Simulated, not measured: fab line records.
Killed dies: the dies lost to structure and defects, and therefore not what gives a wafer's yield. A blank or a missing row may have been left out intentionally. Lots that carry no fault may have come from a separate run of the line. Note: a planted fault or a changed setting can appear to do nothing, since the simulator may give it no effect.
Problem report, 8D (eight disciplines) form, completed by code	flow sky130	the parts of the form that need people (team, actions taken, sign-off) are left out

== 1. WHAT WENT WRONG ==
Mean of developer_temp_C at SKY_METAL1_DEVELOP_14: 21.67 C across 6 wafers in 2 lots; on wafers with no fault it is 21.00 C (standard deviation 0.1). That is +6.7 standard deviations from the usual mean.
The step: develop time 60 s.
First seen on wafer L387.1, day 39 06:00, on litho_track-03. At this step, 39 wafers from 13 lots have a number in the record. Rule for "out", or "out of limits": more than 4 standard deviations from the usual mean. The other wafers with a number count as sound.

== 2. WHAT IT IS, WHAT IT ISN'T ==
question	is	is not
which readings at this step	developer_temp_C	-
which lots	L387, L389	L367, L368, L369, L370, L372, L373, L375, L376, L378, L385, L390
which wafers of those lots	all that have a number	-
read on which tools	litho_track-03	litho_track-01, litho_track-02
when	from day 39 06:00	up to then (30 sound wafers); but 3 sound wafers of L390 came after

== 3. THE SUSPECTS, EACH WITH WHAT RULES IT OUT ==
Counting: a tool at a process step up to the reading stays a suspect if it ran every lot that is out and no sound lot after the first of them.
- pvd_sputter-04 at SKY_METAL1_SPUTTER_04 (material TiN, target thk 70 nm, time 58.3 s): kept. It ran every lot that is out, first L387 (day 38 04:50), and no sound lot after that; its last sound lot up to then is L375 (day 35 03:05).
- litho_track-03 at SKY_METAL1_DEVELOP_14 (develop time 60 s): kept. It ran every lot that is out, first L387 (day 39 06:00), and no sound lot after that; its last sound lot up to then is L376 (day 36 05:00). Its own developer_temp_C readings are out on those wafers.
After counting, pvd_sputter-04 at SKY_METAL1_SPUTTER_04 and litho_track-03 at SKY_METAL1_DEVELOP_14 remain.

== 4. THE CAUSE (what the simulator had put in) ==
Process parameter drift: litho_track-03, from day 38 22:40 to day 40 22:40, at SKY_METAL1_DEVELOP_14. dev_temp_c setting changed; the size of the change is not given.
After counting, 2 suspects remain, this tool included.

== 5. THE CHAIN OF EFFECTS, in route order ==
Each row: a reading where the mean over the struck wafers with a number is more than 3 standard deviations away from the usual. Only readings for which the record gives a usual standard deviation are gone through. hours: the time from each lot's start at the first step in this table that gives one to its start at this step, as a median over the lots. sigmas: the change in usual standard deviations.
hours	step	reading	usual	on struck wafers	change	sigmas
0	SKY_METAL1_DEVELOP_14	developer_temp_C	21.00 C	21.67	+0.67	+6.7
Its process steps:
- SKY_METAL1_DEVELOP_14: develop time 60 s.

== 6. HOW IT WOULD HAVE BEEN CAUGHT EARLIER ==
7 hours passed between the start of the fault at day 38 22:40 and the first reading out of limits in this record, taken at day 39 06:00.
